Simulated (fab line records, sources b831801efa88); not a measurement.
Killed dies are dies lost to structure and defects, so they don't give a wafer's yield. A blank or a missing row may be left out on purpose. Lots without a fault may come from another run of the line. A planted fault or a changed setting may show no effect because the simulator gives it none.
fab line records | flow gf180mcu
record lots=5 wafers=15 last_day=33
route steps=602 shown HV_LDD@179
lots that met no fault: from a run of the same line without faults
start_h: hours from the record's first day to the start of the lot's first wafer shown | wait_h: hours since the lot's step before | " the same as in the row above | L1.1+2: a row that stands for several wafers | - no value, or no start given | * or withheld: withheld | < > ~ a bound
route shown NAME@n: a module of which the file shows steps, and the number in the route of the first | usual: mean/standard deviation of fault-free wafers | same: alike in all rows | chamber/n: place in a boat | sites: the reading at each site | _std_site: their standard deviation | _edge_site: outer sites' mean less inner sites' | radius_mm: how far each site lies from the wafer's centre | mask NAME#n: copy n | behind: the tool/chamber that last shaped the wafer | hold: why the lot was held/for how many hours/how that ended | device: the transistor (n, p or np) that didn't switch | end of line: the same wafers' tests at the end of the route | a step without rows: its recipe alone | killed: dies lost to structure and defects at the first sort, not the wafer's yield | map: a wafer's dies, x killed, . not, _ none there
set.NAME: the setting as run; set.NAME@STEP: as run at that earlier step | model.NAME: the simulator's own value behind a step, which no gauge read
lots at some steps of the route; a table a step, a row a wafer
services: from which hour (start_h, from the record's first day; less than 0 if before it) a tool's chamber was out of use, for how many hours, and why
## steps
# step GF_HV_LDD_SOFTBAKE_03
# recipe temp_c=90 time_s=60 resist=NOVOLAK
# same time_s=60
# columns lot.wafer tool chamber start_h wait_h
L075.1+2+3 litho_track-03 0 212.12 0.1
L078.2+3+4 litho_track-01 0 238.57 0.1
L080.1+2+5 litho_track-03 0 247.67 0.1
L087.1+3+5 litho_track-01 0 296.39 0.1
L094.1+4+6 litho_track-03 0 350.57 0.1
# step GF_HV_LDD_EXPOSE_04
# recipe mask_id=Nplus_LV_AREA target_cd_nm=400 na=0.6 source_shape=conventional sigma_outer=0.6 dose_mj=140
# columns lot.wafer tool chamber start_h wait_h mask
L075.1+2+3 iline_stepper-02 0 - - Nplus_LV_AREA#0
L078.2+3+4 iline_stepper-02 0 - - Nplus_LV_AREA#0
L080.1+2+5 iline_stepper-01 0 - - Nplus_LV_AREA#0
L087.1+3+5 iline_stepper-02 0 - - Nplus_LV_AREA#0
L094.1+4+6 iline_stepper-02 0 - - Nplus_LV_AREA#0
# step GF_HV_LDD_PEB_05
# recipe temp_c=withheld time_s=* resist=NOVOLAK
# same time_s=*
# columns lot.wafer tool chamber start_h wait_h
L075.1+2+3 litho_track-01 0 - -
L078.2+3+4 litho_track-03 0 - -
L080.1+2+5 litho_track-03 0 - -
L087.1+3+5 litho_track-01 0 - -
L094.1+4+6 litho_track-01 0 - -
# step GF_HV_LDD_DEVELOP_06
# recipe develop_time_s=60 dev_temp_c=22.57
# columns lot.wafer tool chamber start_h wait_h
L075.1+2+3 litho_track-01 0 221.19 0.1
L078.2+3+4 litho_track-03 0 246.75 0.1
L080.1+2+5 litho_track-03 0 257.37 0.1
L087.1+3+5 litho_track-01 0 305.94 0.1
L094.1+4+6 litho_track-01 0 361.09 0.1
# step GF_HV_LDD_CD_MEAS_07
# recipe target_cd_nm=400
# usual cd_nm=400.3/1.7
# columns lot.wafer tool chamber start_h wait_h cd_nm
L075.1 cd_sem-01 - 221.34 0.1 403.3
L075.2 " - " " 400.8
L075.3 " - " " 402.3
L078.2 cd_sem-02 - 246.89 0.1 403.1
L078.3 " - " " 400.0
L078.4 " - " " 401.5
L080.1 cd_sem-02 - 257.52 0.1 399.8
L080.2 " - " " 399.9
L080.5 " - " " 399.0
L087.1 cd_sem-01 - 306.09 0.1 401.4
L087.3 " - " " 401.7
L087.5 " - " " 401.6
L094.1 cd_sem-01 - 361.24 0.1 401.0
L094.4 " - " " 402.6
L094.6 " - " " 401.8
# step GF_HV_LDD_OVL_MEAS_08
# usual HV_LDD_OVL=0.5/1.5
# columns lot.wafer tool chamber start_h wait_h HV_LDD_OVL[nm]
L075.1 overlay-02 - 221.46 0.1 0.9
L075.2 " - " " -0.5
L075.3 " - " " -1.3
L078.2 overlay-02 - 247.00 0.1 1.2
L078.3 " - " " 0.1
L078.4 " - " " -1.0
L080.1 overlay-01 - 257.64 0.1 3.7
L080.2 " - " " 2.6
L080.5 " - " " 2.9
L087.1 overlay-02 - 306.21 0.1 -0.7
L087.3 " - " " -2.2
L087.5 " - " " -1.2
L094.1 overlay-01 - 361.36 0.1 2.9
L094.4 " - " " 0.7
L094.6 " - " " 1.7
# step GF_HV_LDD_IMPLANT_09
# recipe species=As energy_kev=40 dose_cm2=1e+14 tilt_deg=7
# same implant_ion_amu=75
# columns lot.wafer tool chamber start_h wait_h
L075.1+2+3 implanter-03 0 221.50 0.0
L078.2+3+4 implanter-03 0 247.05 0.0
L080.1+2+5 implanter-04 0 257.68 0.0
L087.1+3+5 implanter-04 0 306.25 0.0
L094.1+4+6 implanter-03 0 361.40 0.0
# step GF_HV_LDD_STRIP_10
# recipe chemistry=O2/N2 power_w=1400 pressure_mtorr=1500 platen_temp_c=250 o2_flow_sccm=3000 n2_flow_sccm=300 overash_fraction=0.5
# usual drypump_motor_current_A=5.7/0.31 heater_power_w=338/18 oes_product_au=0.716/0.0046 strip_time_to_endpoint_s=12.63/0.035
# columns lot.wafer tool chamber start_h wait_h drypump_motor_current_A heater_power_w oes_product_au rf_hours_counter_h strip_time_to_endpoint_s
L075.1 plasma_asher-02 0 221.65 0.1 6.1 339 0.713 59 12.60
L075.2 " 1 " " 5.6 352 0.714 59 12.65
L075.3 " 1 " " 5.6 364 0.722 - 12.60
L078.2 plasma_asher-01 1 247.18 0.1 5.4 308 0.718 47 12.67
L078.3 " 0 " " 5.3 363 0.721 - 12.63
L078.4 " 1 " " 5.4 316 0.719 - 12.63
L080.1 plasma_asher-01 1 257.83 0.1 5.4 303 0.714 48 12.60
L080.2 " 0 " " 5.4 355 0.714 48 12.63
L080.5 " 0 " " 5.4 360 0.721 - 12.64
L087.1 plasma_asher-04 0 306.40 0.1 6.0 344 0.714 65 12.68
L087.3 " 1 " " 6.1 330 0.709 - 12.64
L087.5 " 0 " " 5.9 331 0.715 - 12.67
L094.1 plasma_asher-04 1 361.55 0.1 6.1 322 0.716 70 12.63
L094.4 " 1 " " 6.1 342 0.726 - 12.65
L094.6 " 0 " " 6.0 333 0.716 - 12.60
# step GF_HV_LDD_TW_MEAS_11
# usual HV_LDD_TW=2409/22
# columns lot.wafer tool chamber start_h wait_h HV_LDD_TW
L075.1 film_metro-02 - 221.76 0.1 2417
L075.2 " - " " 2418
L075.3 " - " " 2398
L078.2 film_metro-02 - 247.29 0.1 2435
L078.3 " - " " 2433
L078.4 " - " " 2446
L080.1 film_metro-04 - 257.93 0.1 2375
L080.2 " - " " 2380
L080.5 " - " " 2375
L087.1 film_metro-02 - 306.50 0.1 2439
L087.3 " - " " 2437
L087.5 " - " " 2432
L094.1 film_metro-02 - 361.65 0.1 2431
L094.4 " - " " 2421
L094.6 " - " " 2430
# step GF_HV_LDD_DEHYDRATE_12
# recipe temp_c=200 time_s=60
# same time_s=60
# columns lot.wafer tool chamber start_h wait_h
L075.1+2+3 litho_track-03 0 229.87 8.1
L078.2+3+4 litho_track-01 0 256.52 9.2
L080.1+2+5 litho_track-01 0 266.49 8.6
L087.1+3+5 litho_track-03 0 316.42 9.9
L094.1+4+6 litho_track-04 0 371.96 10.3
# step GF_HV_LDD_HMDS_13
# recipe prime_time_s=60 prime_temp_c=120
# columns lot.wafer tool chamber start_h wait_h
L075.1+2+3 litho_track-03 0 230.02 0.1
L078.2+3+4 litho_track-01 0 256.67 0.1
L080.1+2+5 litho_track-01 0 266.64 0.1
L087.1+3+5 litho_track-03 0 316.57 0.1
L094.1+4+6 litho_track-04 0 372.11 0.1
# step GF_HV_LDD_COAT_14
# recipe resist=NOVOLAK spin_rpm=3000 resist_thk_nm=1000
# columns lot.wafer tool chamber start_h wait_h
L075.1+2+3 litho_track-03 0 230.17 0.1
L078.2+3+4 litho_track-01 0 256.82 0.1
L080.1+2+5 litho_track-01 0 266.79 0.1
L087.1+3+5 litho_track-03 0 316.72 0.1
L094.1+4+6 litho_track-04 0 372.26 0.1
# step GF_HV_LDD_SOFTBAKE_15
# recipe temp_c=90 time_s=60 resist=NOVOLAK
# same time_s=60
# columns lot.wafer tool chamber start_h wait_h
L075.1+2+3 litho_track-03 0 230.32 0.1
L078.2+3+4 litho_track-01 0 256.97 0.1
L080.1+2+5 litho_track-01 0 266.94 0.1
L087.1+3+5 litho_track-03 0 316.87 0.1
L094.1+4+6 litho_track-04 0 372.41 0.1
# step GF_HV_LDD_EXPOSE_16
# recipe mask_id=Pplus_LV_AREA target_cd_nm=400 na=0.6 source_shape=conventional sigma_outer=0.6 dose_mj=140
# columns lot.wafer tool chamber start_h wait_h mask
L075.1+2+3 iline_stepper-02 0 - - Pplus_LV_AREA#0
L078.2+3+4 iline_stepper-02 0 - - Pplus_LV_AREA#0
L080.1+2+5 iline_stepper-01 0 - - Pplus_LV_AREA#0
L087.1+3+5 iline_stepper-01 0 - - Pplus_LV_AREA#0
L094.1+4+6 iline_stepper-01 0 - - Pplus_LV_AREA#0
# step GF_HV_LDD_PEB_17
# recipe temp_c=withheld time_s=* resist=NOVOLAK
# same time_s=*
# columns lot.wafer tool chamber start_h wait_h
L075.1+2+3 litho_track-04 0 - -
L078.2+3+4 litho_track-04 0 - -
L080.1+2+5 litho_track-04 0 - -
L087.1+3+5 litho_track-04 0 - -
L094.1+4+6 litho_track-01 0 - -
# step GF_HV_LDD_DEVELOP_18
# recipe develop_time_s=60 dev_temp_c=23
# columns lot.wafer tool chamber start_h wait_h
L075.1+2+3 litho_track-04 0 239.91 0.1
L078.2+3+4 litho_track-04 0 265.63 0.1
L080.1+2+5 litho_track-04 0 276.86 0.1
L087.1+3+5 litho_track-04 0 326.86 0.1
L094.1+4+6 litho_track-01 0 383.14 0.1
# step GF_HV_LDD_CD_MEAS_19
# recipe target_cd_nm=400
# usual cd_nm=399.7/2.2
# columns lot.wafer tool chamber start_h wait_h cd_nm
L075.1 cd_sem-01 - 240.06 0.1 402.3
L075.2 " - " " 399.8
L075.3 " - " " 399.6
L078.2 cd_sem-01 - 265.78 0.1 397.9
L078.3 " - " " 397.3
L078.4 " - " " 397.9
L080.1 cd_sem-02 - 277.01 0.1 401.9
L080.2 " - " " 401.7
L080.5 " - " " 400.4
L087.1 cd_sem-01 - 327.06 0.2 399.6
L087.3 " - " " 398.9
L087.5 " - " " 398.3
L094.1 cd_sem-01 - 383.29 0.1 400.3
L094.4 " - " " 397.8
L094.6 " - " " 397.5
# step GF_HV_LDD_OVL_MEAS_20
# usual HV_LDD_01_OVL=-1.2/1.6
# columns lot.wafer tool chamber start_h wait_h HV_LDD_01_OVL[nm]
L075.1 overlay-02 - 240.18 0.1 0.6
L075.2 " - " " -0.7
L075.3 " - " " -0.9
L078.2 overlay-02 - 265.89 0.1 -0.7
L078.3 " - " " 0.0
L078.4 " - " " 1.1
L080.1 overlay-02 - 277.13 0.1 -3.8
L080.2 " - " " -2.1
L080.5 " - " " -2.8
L087.1 overlay-02 - 327.18 0.1 -3.3
L087.3 " - " " -2.9
L087.5 " - " " -4.1
L094.1 overlay-01 - 383.41 0.1 0.0
L094.4 " - " " 0.3
L094.6 " - " " 3.2
# step GF_HV_LDD_IMPLANT_21
# recipe species=BF2 energy_kev=25 dose_cm2=5e+13 tilt_deg=7
# same implant_ion_amu=49
# columns lot.wafer tool chamber start_h wait_h
L075.1+2+3 implanter-02 0 240.22 0.0
L078.2+3+4 implanter-02 0 265.94 0.0
L080.1+2+5 implanter-03 0 277.16 0.0
L087.1+3+5 implanter-03 0 327.22 0.0
L094.1+4+6 implanter-04 0 383.45 0.0
# step GF_HV_LDD_STRIP_22
# recipe chemistry=O2/N2 power_w=1400 pressure_mtorr=1500 platen_temp_c=250 o2_flow_sccm=3000 n2_flow_sccm=300 overash_fraction=0.5
# usual drypump_motor_current_A=5.75/0.3 heater_power_w=339/18 oes_product_au=0.716/0.0042 strip_time_to_endpoint_s=12.64/0.036
# columns lot.wafer tool chamber start_h wait_h drypump_motor_current_A heater_power_w oes_product_au rf_hours_counter_h strip_time_to_endpoint_s
L075.1 plasma_asher-02 0 240.37 0.1 6.04 336 0.722 61 12.65
L075.2 " 1 " " 5.56 366 0.713 61 12.66
L075.3 " 1 " " 5.56 360 0.707 - 12.66
L078.2 plasma_asher-02 1 266.07 0.1 5.57 362 0.716 64 12.63
L078.3 " 0 " " 6.04 337 0.718 - 12.64
L078.4 " 1 " " 5.58 369 0.718 - 12.59
L080.1 plasma_asher-04 1 277.31 0.1 6.07 333 0.719 61 12.65
L080.2 " 0 " " 5.93 340 0.713 61 12.61
L080.5 " 1 " " 6.08 326 0.708 - 12.68
L087.1 plasma_asher-01 1 327.37 0.1 5.37 309 0.719 54 12.64
L087.3 " 0 " " 5.33 353 0.714 - 12.66
L087.5 " 1 " " 5.38 317 0.712 - 12.69
L094.1 plasma_asher-04 1 383.60 0.1 6.06 329 0.715 72 12.71
L094.4 " 0 " " 5.94 339 0.713 - 12.69
L094.6 " 0 " " 5.93 345 0.719 - 12.70
# step GF_HV_LDD_TW_MEAS_23
# usual HV_LDD_2_TW=1054/11
# columns lot.wafer tool chamber start_h wait_h HV_LDD_2_TW
L075.1 film_metro-02 - 240.47 0.1 1063
L075.2 " - " " 1068
L075.3 " - " " 1060
L078.2 film_metro-04 - 266.18 0.1 1039
L078.3 " - " " 1040
L078.4 " - " " 1040
L080.1 film_metro-02 - 277.41 0.1 1061
L080.2 " - " " 1060
L080.5 " - " " 1066
L087.1 film_metro-02 - 327.47 0.1 1063
L087.3 " - " " 1060
L087.5 " - " " 1059
L094.1 film_metro-01 - 383.70 0.1 1058
L094.4 " - " " 1065
L094.6 " - " " 1058
# step GF_HV_LDD_DEHYDRATE_24
# recipe temp_c=200 time_s=60
# same time_s=60
# columns lot.wafer tool chamber start_h wait_h
L075.1+2+3 litho_track-04 0 248.71 8.2
L078.2+3+4 litho_track-03 0 275.90 9.7
L080.1+2+5 litho_track-01 0 286.34 8.9
L087.1+3+5 litho_track-04 0 336.86 9.4
L094.1+4+6 litho_track-04 0 394.76 11.1
# step GF_HV_LDD_HMDS_25
# recipe prime_time_s=60 prime_temp_c=120
# columns lot.wafer tool chamber start_h wait_h
L075.1+2+3 litho_track-04 0 248.86 0.1
L078.2+3+4 litho_track-03 0 276.05 0.1
L080.1+2+5 litho_track-01 0 286.49 0.1
L087.1+3+5 litho_track-04 0 337.01 0.1
L094.1+4+6 litho_track-04 0 394.91 0.1
# step GF_HV_LDD_COAT_26
# recipe resist=NOVOLAK spin_rpm=3000 resist_thk_nm=1000
# columns lot.wafer tool chamber start_h wait_h
L075.1+2+3 litho_track-04 0 249.01 0.1
L078.2+3+4 litho_track-03 0 276.20 0.1
L080.1+2+5 litho_track-01 0 286.64 0.1
L087.1+3+5 litho_track-04 0 337.16 0.1
L094.1+4+6 litho_track-04 0 395.06 0.1
# step GF_HV_LDD_SOFTBAKE_27
# recipe temp_c=90 time_s=60 resist=NOVOLAK
# same time_s=60
# columns lot.wafer tool chamber start_h wait_h
L075.1+2+3 litho_track-04 0 249.16 0.1
L078.2+3+4 litho_track-03 0 276.35 0.1
L080.1+2+5 litho_track-01 0 286.79 0.1
L087.1+3+5 litho_track-04 0 337.31 0.1
L094.1+4+6 litho_track-04 0 395.21 0.1
# step GF_HV_LDD_EXPOSE_28
# recipe mask_id=Nplus_HV_AREA target_cd_nm=400 na=0.6 source_shape=conventional sigma_outer=0.6 dose_mj=140
# columns lot.wafer tool chamber start_h wait_h mask
L075.1+2+3 iline_stepper-01 0 - - Nplus_HV_AREA#0
L078.2+3+4 iline_stepper-01 0 - - Nplus_HV_AREA#0
L080.1+2+5 iline_stepper-01 0 - - Nplus_HV_AREA#0
L087.1+3+5 iline_stepper-02 0 - - Nplus_HV_AREA#0
L094.1+4+6 iline_stepper-02 0 - - Nplus_HV_AREA#0
# step GF_HV_LDD_PEB_29
# recipe temp_c=withheld time_s=* resist=NOVOLAK
# same time_s=*
# columns lot.wafer tool chamber start_h wait_h
L075.1+2+3 litho_track-04 0 - -
L078.2+3+4 litho_track-01 0 - -
L080.1+2+5 litho_track-04 0 - -
L087.1+3+5 litho_track-01 0 - -
L094.1+4+6 litho_track-01 0 - -
# step GF_HV_LDD_DEVELOP_30
# recipe develop_time_s=60 dev_temp_c=23
# columns lot.wafer tool chamber start_h wait_h
L075.1+2+3 litho_track-04 0 258.81 0.1
L078.2+3+4 litho_track-01 0 285.57 0.1
L080.1+2+5 litho_track-04 0 297.06 0.1
L087.1+3+5 litho_track-01 0 347.69 0.1
L094.1+4+6 litho_track-01 0 406.74 0.1
# step GF_HV_LDD_CD_MEAS_31
# recipe target_cd_nm=400
# usual cd_nm=399.2/2.3
# columns lot.wafer tool chamber start_h wait_h cd_nm
L075.1 cd_sem-01 - 258.96 0.1 398.6
L075.2 " - " " 400.8
L075.3 " - " " 401.2
L078.2 cd_sem-01 - 285.71 0.1 399.3
L078.3 " - " " 399.8
L078.4 " - " " 401.2
L080.1 cd_sem-01 - 297.21 0.1 401.1
L080.2 " - " " 401.3
L080.5 " - " " 400.7
L087.1 cd_sem-01 - 347.84 0.1 395.9
L087.3 " - " " 397.8
L087.5 " - " " 397.1
L094.1 cd_sem-02 - 406.89 0.1 391.6
L094.4 " - " " 391.7
L094.6 " - " " 390.8
# step GF_HV_LDD_OVL_MEAS_32
# usual HV_LDD_02_OVL=-0.4/1.3
# columns lot.wafer tool chamber start_h wait_h HV_LDD_02_OVL[nm]
L075.1 overlay-02 - 259.08 0.1 1.2
L075.2 " - " " 0.2
L075.3 " - " " -0.5
L078.2 overlay-01 - 285.82 0.1 -0.6
L078.3 " - " " -1.1
L078.4 " - " " -0.1
L080.1 overlay-01 - 297.33 0.1 1.2
L080.2 " - " " 0.6
L080.5 " - " " 0.8
L087.1 overlay-01 - 347.96 0.1 0.9
L087.3 " - " " 0.9
L087.5 " - " " 0.0
L094.1 overlay-01 - 407.01 0.1 -2.2
L094.4 " - " " -2.0
L094.6 " - " " -1.6
# step GF_HV_LDD_IMPLANT_33
# recipe species=P energy_kev=60 dose_cm2=7.5e+12 tilt_deg=30 rotation_deg=0
# same implant_ion_amu=31
# columns lot.wafer tool chamber start_h wait_h
L075.1+2+3 implanter-02 0 259.12 0.0
L078.2+3+4 implanter-02 0 285.87 0.0
L080.1+2+5 implanter-02 0 297.36 0.0
L087.1+3+5 implanter-03 0 348.00 0.0
L094.1+4+6 implanter-03 0 407.05 0.0
# step GF_HV_LDD_IMPLANT_34
# recipe species=P energy_kev=59.22 dose_cm2=7.5e+12 tilt_deg=30 rotation_deg=90
# same implant_ion_amu=31
# columns lot.wafer tool chamber start_h wait_h
L075.1+2+3 implanter-02 0 259.27 0.1
L078.2+3+4 implanter-02 0 286.02 0.1
L080.1+2+5 implanter-02 0 297.51 0.1
L087.1+3+5 implanter-03 0 348.15 0.1
L094.1+4+6 implanter-03 0 407.20 0.1
# step GF_HV_LDD_IMPLANT_35
# recipe species=P energy_kev=60 dose_cm2=7.5e+12 tilt_deg=30 rotation_deg=180
# same implant_ion_amu=31
# columns lot.wafer tool chamber start_h wait_h
L075.1+2+3 implanter-02 0 259.42 0.1
L078.2+3+4 implanter-02 0 286.17 0.1
L080.1+2+5 implanter-02 0 297.66 0.1
L087.1+3+5 implanter-03 0 348.30 0.1
L094.1+4+6 implanter-03 0 407.35 0.1
# step GF_HV_LDD_IMPLANT_36
# recipe species=P energy_kev=60 dose_cm2=7.5e+12 tilt_deg=30 rotation_deg=270
# same implant_ion_amu=31
# columns lot.wafer tool chamber start_h wait_h
L075.1+2+3 implanter-02 0 259.57 0.1
L078.2+3+4 implanter-02 0 286.32 0.1
L080.1+2+5 implanter-02 0 297.81 0.1
L087.1+3+5 implanter-03 0 348.45 0.1
L094.1+4+6 implanter-03 0 407.50 0.1
# step GF_HV_LDD_STRIP_37
# recipe chemistry=O2/N2 power_w=1400 pressure_mtorr=1500 platen_temp_c=250 o2_flow_sccm=3000 n2_flow_sccm=300 overash_fraction=0.5
# usual drypump_motor_current_A=5.79/0.29 heater_power_w=340/19 oes_product_au=0.716/0.0047 strip_time_to_endpoint_s=12.64/0.032
# columns lot.wafer tool chamber start_h wait_h drypump_motor_current_A heater_power_w oes_product_au rf_hours_counter_h strip_time_to_endpoint_s
L075.1 plasma_asher-04 1 259.72 0.1 6.06 326 0.717 59 12.64
L075.2 " 0 " " 5.98 335 0.714 59 12.61
L075.3 " 1 " " 6.06 328 0.718 - 12.64
L078.2 plasma_asher-04 0 286.45 0.1 5.98 346 0.722 63 12.70
L078.3 " 0 " " 5.96 347 0.718 - 12.66
L078.4 " 1 " " 6.07 333 0.717 - 12.68
L080.1 plasma_asher-01 1 297.96 0.1 5.37 305 0.711 50 12.62
L080.2 " 0 " " 5.36 358 0.712 50 12.65
L080.5 " 0 " " 5.34 358 0.723 - 12.62
L087.1 plasma_asher-04 1 348.60 0.1 6.07 339 0.722 69 12.61
L087.3 " 0 " " 5.99 340 0.720 - 12.62
L087.5 " 0 " " 6.01 344 0.724 - 12.60
L094.1 plasma_asher-04 0 407.65 0.1 5.97 340 0.716 75 12.66
L094.4 " 1 " " 6.07 324 0.719 - 12.66
L094.6 " 0 " " 5.95 326 0.710 - 12.68
# step GF_HV_LDD_TW_MEAS_38
# usual HV_LDD_3_TW=1434/15
# columns lot.wafer tool chamber start_h wait_h HV_LDD_3_TW
L075.1 film_metro-01 - 259.82 0.1 1439
L075.2 " - " " 1446
L075.3 " - " " 1439
L078.2 film_metro-02 - 286.56 0.1 1448
L078.3 " - " " 1443
L078.4 " - " " 1448
L080.1 film_metro-02 - 298.06 0.1 1444
L080.2 " - " " 1452
L080.5 " - " " 1447
L087.1 film_metro-02 - 348.70 0.1 1451
L087.3 " - " " 1459
L087.5 " - " " 1444
L094.1 film_metro-02 - 407.75 0.1 1448
L094.4 " - " " 1452
L094.6 " - " " 1452
# step GF_HV_LDD_DEHYDRATE_39
# recipe temp_c=200 time_s=60
# same time_s=60
# columns lot.wafer tool chamber start_h wait_h
L075.1+2+3 litho_track-01 0 268.14 8.3
L078.2+3+4 litho_track-04 0 296.33 9.8
L080.1+2+5 litho_track-01 0 307.44 9.4
L087.1+3+5 litho_track-01 0 358.59 9.9
L094.1+4+6 litho_track-01 0 419.34 11.6
# step GF_HV_LDD_HMDS_40
# recipe prime_time_s=60 prime_temp_c=120
# columns lot.wafer tool chamber start_h wait_h
L075.1+2+3 litho_track-01 0 268.29 0.1
L078.2+3+4 litho_track-04 0 296.48 0.1
L080.1+2+5 litho_track-01 0 307.59 0.1
L087.1+3+5 litho_track-01 0 358.74 0.1
L094.1+4+6 litho_track-01 0 419.49 0.1
# step GF_HV_LDD_COAT_41
# recipe resist=NOVOLAK spin_rpm=3000 resist_thk_nm=1000
# columns lot.wafer tool chamber start_h wait_h
L075.1+2+3 litho_track-01 0 268.44 0.1
L078.2+3+4 litho_track-04 0 296.63 0.1
L080.1+2+5 litho_track-01 0 307.74 0.1
L087.1+3+5 litho_track-01 0 358.89 0.1
L094.1+4+6 litho_track-01 0 419.64 0.1
# step GF_HV_LDD_SOFTBAKE_42
# recipe temp_c=90 time_s=60 resist=NOVOLAK
# same time_s=60
# columns lot.wafer tool chamber start_h wait_h
L075.1+2+3 litho_track-01 0 268.59 0.1
L078.2+3+4 litho_track-04 0 296.78 0.1
L080.1+2+5 litho_track-01 0 307.89 0.1
L087.1+3+5 litho_track-01 0 359.04 0.1
L094.1+4+6 litho_track-01 0 419.79 0.1
# step GF_HV_LDD_EXPOSE_43
# recipe mask_id=Pplus_HV_AREA target_cd_nm=400 na=0.6 source_shape=conventional sigma_outer=0.6 dose_mj=140
# columns lot.wafer tool chamber start_h wait_h mask
L075.1+2+3 iline_stepper-02 0 - - Pplus_HV_AREA#0
L078.2+3+4 iline_stepper-01 0 - - Pplus_HV_AREA#0
L080.1+2+5 iline_stepper-01 0 - - Pplus_HV_AREA#0
L087.1+3+5 iline_stepper-02 0 - - Pplus_HV_AREA#0
L094.1+4+6 iline_stepper-01 0 - - Pplus_HV_AREA#0
# step GF_HV_LDD_PEB_44
# recipe temp_c=withheld time_s=* resist=NOVOLAK
# same time_s=*
# columns lot.wafer tool chamber start_h wait_h
L075.1+2+3 litho_track-03 0 - -
L078.2+3+4 litho_track-04 0 - -
L080.1+2+5 litho_track-01 0 - -
L087.1+3+5 litho_track-04 0 - -
L094.1+4+6 litho_track-01 0 - -
# step GF_HV_LDD_DEVELOP_45
# recipe develop_time_s=60 dev_temp_c=23
# columns lot.wafer tool chamber start_h wait_h
L075.1+2+3 litho_track-03 0 278.47 0.1
L078.2+3+4 litho_track-04 0 306.88 0.1
L080.1+2+5 litho_track-01 0 318.09 0.1
L087.1+3+5 litho_track-04 0 370.16 0.1
L094.1+4+6 litho_track-01 0 431.69 0.1
# step GF_HV_LDD_CD_MEAS_46
# recipe target_cd_nm=400
# usual cd_nm=400.1/2.9
# columns lot.wafer tool chamber start_h wait_h cd_nm
L075.1 cd_sem-02 - 278.62 0.1 403.4
L075.2 " - " " 404.7
L075.3 " - " " 403.9
L078.2 cd_sem-02 - 307.03 0.1 398.3
L078.3 " - " " 398.9
L078.4 " - " " 398.5
L080.1 cd_sem-02 - 318.24 0.1 400.9
L080.2 " - " " 400.7
L080.5 " - " " 401.6
L087.1 cd_sem-02 - 370.31 0.1 399.8
L087.3 " - " " 397.7
L087.5 " - " " 399.9
L094.1 cd_sem-02 - 431.84 0.1 400.5
L094.4 " - " " 401.6
L094.6 " - " " 399.8
# step GF_HV_LDD_OVL_MEAS_47
# usual HV_LDD_03_OVL=-0.9/1.5
# columns lot.wafer tool chamber start_h wait_h HV_LDD_03_OVL[nm]
L075.1 overlay-02 - 278.74 0.1 -1.0
L075.2 " - " " -1.4
L075.3 " - " " -0.9
L078.2 overlay-01 - 307.13 0.1 -2.0
L078.3 " - " " 0.0
L078.4 " - " " -0.7
L080.1 overlay-01 - 318.36 0.1 -1.2
L080.2 " - " " -1.3
L080.5 " - " " 0.5
L087.1 overlay-02 - 370.43 0.1 -1.2
L087.3 " - " " -2.3
L087.5 " - " " -1.7
L094.1 overlay-01 - 431.96 0.1 2.5
L094.4 " - " " 1.1
L094.6 " - " " 1.0
# step GF_HV_LDD_IMPLANT_48
# recipe species=B energy_kev=25 dose_cm2=3e+13 tilt_deg=7
# same implant_ion_amu=11
# columns lot.wafer tool chamber start_h wait_h
L075.1+2+3 implanter-02 0 278.78 0.0
L078.2+3+4 implanter-03 0 307.19 0.0
L080.1+2+5 implanter-03 0 318.40 0.0
L087.1+3+5 implanter-03 0 370.46 0.0
L094.1+4+6 implanter-04 0 432.00 0.0
# step GF_HV_LDD_STRIP_49
# recipe chemistry=O2/N2 power_w=1400 pressure_mtorr=1500 platen_temp_c=250 o2_flow_sccm=3000 n2_flow_sccm=300 overash_fraction=0.5
# usual drypump_motor_current_A=5.74/0.3 heater_power_w=342/20 oes_product_au=0.716/0.0045 strip_time_to_endpoint_s=12.63/0.035
# columns lot.wafer tool chamber start_h wait_h drypump_motor_current_A heater_power_w oes_product_au rf_hours_counter_h strip_time_to_endpoint_s
L075.1 plasma_asher-02 1 278.93 0.1 5.57 348 0.721 66 12.64
L075.2 " 0 " " 6.04 347 0.717 66 12.67
L075.3 " 0 " " 6.02 353 0.714 - 12.61
L078.2 plasma_asher-02 0 307.31 0.1 6.03 340 0.711 69 12.60
L078.3 " 0 " " 6.03 347 0.719 - 12.58
L078.4 " 1 " " 5.58 363 0.722 - 12.59
L080.1 plasma_asher-04 0 318.55 0.1 5.93 337 0.711 66 12.60
L080.2 " 1 " " 6.06 324 0.721 66 12.57
L080.5 " 1 " " 6.04 336 0.711 - 12.58
L087.1 plasma_asher-04 1 370.61 0.1 6.08 331 0.719 71 12.59
L087.3 " 0 " " 5.96 344 0.718 - 12.62
L087.5 " 1 " " 6.08 333 0.710 - 12.61
L094.1 plasma_asher-01 0 432.15 0.1 5.36 360 0.715 63 12.66
L094.4 " 0 " " 5.35 350 0.714 - 12.62
L094.6 " 0 " " 5.36 356 0.720 - 12.64
# step GF_HV_LDD_TW_MEAS_50
# usual HV_LDD_4_TW=568/6.4
# columns lot.wafer tool chamber start_h wait_h HV_LDD_4_TW
L075.1 film_metro-01 - 279.03 0.1 568
L075.2 " - " " 570
L075.3 " - " " 569
L078.2 film_metro-02 - 307.42 0.1 577
L078.3 " - " " 576
L078.4 " - " " 576
L080.1 film_metro-02 - 318.65 0.1 571
L080.2 " - " " 572
L080.5 " - " " 569
L087.1 film_metro-04 - 370.71 0.1 558
L087.3 " - " " 562
L087.5 " - " " 561
L094.1 film_metro-02 - 432.25 0.1 573
L094.4 " - " " 571
L094.6 " - " " 574
# step GF_HV_LDD_CLEAN_51
# recipe chemistry=SC1/SC2 mix=1:4:20 temp_c=70 time_s=150 dry=n2_spin
# same time_s=150
# columns lot.wafer tool chamber start_h wait_h
L075.1+2+3 wet_bench-02 2 279.09 0.1
L078.2+3+4 wet_bench-02 0 307.47 0.0
L080.1+2+5 wet_bench-01 3 318.71 0.1
L087.1+3+5 wet_bench-02 1 370.77 0.1
L094.1+4+6 wet_bench-02 3 432.31 0.1
## services
# columns tool chamber start_h hours kind
implanter-04 - 209.31 5.3 pm
iline_stepper-01 - 230.56 4.4 pm
plasma_asher-04 - 234.11 0.8 repair
implanter-03 - 235.34 3.0 repair
plasma_asher-04 - 238.09 2.7 repair
iline_stepper-02 - 249.00 2.2 repair
plasma_asher-01 - 262.56 20.5 repair
iline_stepper-02 - 270.28 1.7 pm
implanter-04 - 287.68 2.4 repair
iline_stepper-01 - 305.27 1.7 pm
plasma_asher-04 - 307.34 1.0 repair
implanter-02 - 333.02 1.1 repair
implanter-04 - 359.27 1.3 repair
plasma_asher-01 - 371.37 14.6 pm
plasma_asher-02 - 381.75 0.5 repair
implanter-04 - 382.23 0.9 repair
implanter-02 - 386.15 2.6 pm
implanter-02 - 392.30 5.5 repair
implanter-03 - 394.97 2.8 repair
implanter-02 - 395.52 17.0 repair
plasma_asher-01 - 411.43 8.2 repair
wet_bench-02 - 414.21 0.5 repair
implanter-04 - 415.93 1.7 repair
plasma_asher-02 - 421.25 9.0 pm
## key
fault none
